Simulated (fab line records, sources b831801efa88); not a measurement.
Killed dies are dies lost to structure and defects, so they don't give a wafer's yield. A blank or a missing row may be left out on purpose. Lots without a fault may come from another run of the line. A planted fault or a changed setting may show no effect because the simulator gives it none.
A struck lot beside a sound one | flow sky130 | 15 steps out of a route of 708
Sound: wafers L361.2, L361.4, L361.6. Struck: wafers L373.4, L373.5, L373.6. The cause comes at the end.
At each step with rows: each side's tool, then ch and its chambers, then its first start. Under that, the readings that differ: sound wafers | struck wafers | difference of the means | sigmas: that difference in standard deviations of wafers without a fault.
alike: readings whose means differ by less than 2 such deviations, and words and numbers that are the same on both sides. not compared: withheld readings, readings that some wafer has no value for, bounds like >300 that may hide the same value, and numbers for which the record gives no deviation and whose values overlap.
The two part at a step that has a row with sigmas, a row that says differs or no value, or rows on one side only. Numbers that don't overlap but have no deviation are shown without sigmas and don't part them. A reading that every wafer of one side lacks parts them only if that side has two wafers or more.

first, 3 steps without rows for these wafers: SKY_SONOS_TUNNEL_EXPOSE_04 (exposes mask TUNM, target cd 410 nm); SKY_SONOS_TUNNEL_PEB_05; SKY_SONOS_TUNNEL_DEVELOP_06 (develop time 60 s).
SKY_SONOS_TUNNEL_CD_MEAS_07: target cd 410 nm.
  sound on cd_sem-01, day 12 14:20; struck on cd_sem-01, day 16 11:20
  alike: cd_nm
SKY_SONOS_TUNNEL_OVL_MEAS_08:
  sound on overlay-01, day 12 14:26; struck on overlay-01, day 16 11:24
  alike: SONOS_TUNNEL_OVL
then, 3 steps without rows for these wafers: SKY_SONOS_TUNNEL_IMPLANT_09; SKY_SONOS_TUNNEL_WET_ETCH_10 (etches SiO2 in dHF, target depth 14 nm, time 280 s); SKY_SONOS_TUNNEL_STRIP_11 (strips in SPM, time 600 s).
SKY_SONOS_TUNNEL_TW_MEAS_12:
  sound on film_metro-03, day 12 14:53; struck on film_metro-01, day 16 11:53
  alike: SONOS_TUNNEL_TW
then, 2 steps without rows for these wafers: SKY_SONOS_TUNNEL_CLEAN_13 (cleans in dHF, time 20 s); SKY_SONOS_ONO_OXIDATION_00 (stabilise 600 s, purge 300 s, target thk 2.6 nm).
SKY_SONOS_ONO_THK_MEAS_01:
  sound on film_metro-03, day 12 16:19; struck on film_metro-03, day 16 15:25
  alike: SONOS_ONO_OXIDATION_THK
SKY_SONOS_ONO_CVD_02: deposits Si3N4 from DCS/NH3, target thk 10.5 nm, time 180 s.
  sound on lpcvd-02 ch 0, day 12 18:30; struck on lpcvd-02 ch 0, day 16 16:31
  reading                                     | sound             | struck            | difference | sigmas
  spike_tc_bottom_C (C)                       | 791.5 793.3 790.7 | 812.7 810.0 812.8 | +20.0      | +21
  spike_tc_centre_C (C)                       | 770.4 770.1 772.0 | 792.8 790.7 791.1 | +20.7      | +19
  spike_tc_lower_C (C)                        | 769.6 770.0 770.8 | 791.2 789.6 791.1 | +20.5      | +20
  spike_tc_top_C (C)                          | 781.8 780.2 778.8 | 798.2 798.8 799.3 | +18.5      | +6
  spike_tc_upper_C (C)                        | 771.9 770.7 771.0 | 791.7 790.9 792.1 | +20.4      | +19
  susceptor_temp_C (C)                        | 769.9 770.0 770.2 | 789.9 790.2 790.4 | +20.1      | +52
  model.Si3N4_of_SONOS_ONO_CVD_02.thk_nm (nm) | 10.46 10.41 10.47 | 15.29 15.3 15.35  | +4.87      |
  alike: zone_power_centre_pct
SKY_SONOS_ONO_THK_MEAS_03:
  sound on film_metro-03, day 12 19:34; struck on film_metro-03, day 16 17:49
  reading                   | sound             | struck            | difference | sigmas
  SONOS_ONO_CVD_02_THK (nm) | 10.42 10.41 10.48 | 15.33 15.30 15.32 | +4.88      | +35
  not compared: hold
-- the record jumps here: 33 days lie between the struck wafers' starts before and after (it left off in module SONOS_ONO and takes up again in module PAD_OPEN, whose first step shown is number 708 of the route) --
SKY_PAD_OPEN_PROBE_99:
  sound on prober-01, day 46 19:59; struck on prober-01, day 49 15:53
  no value came back on the struck wafers for any of 8 readings (model.etest.nfet_16v.r_on_ohm_um, model.etest.pfet_16v.r_on_ohm_um and others); on the sound wafers model.etest.nfet_16v.r_on_ohm_um reads 1.396e+04 1.405e+04 1.419e+04
  reading             | sound | struck   | difference | sigmas
  killed_at_front_end | 6 5 7 | 14 21 16 | +11        | +2
  alike: killed_at_M0_to_M3, killed_at_M4_up, killed_at_contacts, killed_dies, killed_open, killed_short

WHERE THEY PART
First at SKY_SONOS_ONO_CVD_02; last, within this record, at SKY_PAD_OPEN_PROBE_99.

WHY: what the simulator had put in
Process parameter drift: lpcvd-02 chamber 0, from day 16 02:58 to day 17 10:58, at SKY_SONOS_ONO_CVD_02. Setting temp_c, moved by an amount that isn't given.
